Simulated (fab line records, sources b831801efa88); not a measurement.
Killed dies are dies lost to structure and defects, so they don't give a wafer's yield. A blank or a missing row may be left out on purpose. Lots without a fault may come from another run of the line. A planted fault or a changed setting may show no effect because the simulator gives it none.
Chamber matching | flow sky130 | SKY_VIA3_ETCH_15 on rie_diel-01: 3 sister chambers
The step etches SiO2 in C4F8/O2/Ar, stops on TiN, target depth 507 nm, time 78 s. 3 wafers are shown with their chamber, then 6 later ones without.

WAFERS WITH THEIR CHAMBER
wafer  | chamber | run_length_s (s)
L741.2 | 1       | 106.6
L744.6 | 2       | 105.4
L745.4 | 3       | 105.7

WAFERS WITHOUT THEIR CHAMBER
wafer  | run_length_s (s)
L745.5 | 105.6
L746.2 | 106.0
L746.3 | 105.6
L746.5 | 106.5
L751.1 | 106.4
L751.2 | 105.8

WHICH CHAMBER EACH WENT THROUGH
wafer  | from the rows above          | in truth
L745.5 | can't be placed: 3 or 2      | 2
L746.2 | can't be placed: 3 or 1 or 2 | 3
L746.3 | can't be placed: 3 or 2      | 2
L746.5 | 1                            | 1
L751.1 | 1                            | 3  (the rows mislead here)
L751.2 | can't be placed: 3 or 2      | 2
Placed correctly: 1 of 6. Can't be placed from these rows: 4 (the true chamber is among the candidates in 4). Placed wrongly: 1.
How it was worked out, from the rows above alone: a wafer's distance from a chamber is the root of the sum, over the readings, of the square of ((its reading less the chamber's mean) divided by the reading's scatter). The wafer belongs to the nearest chamber; if the next one is less than 2 further off, it can't be placed. A chamber's mean is the mean of its shown wafers. The scatter: with one shown wafer a chamber, the root of the mean of the squares of how far each hidden wafer lies from its nearest shown one.
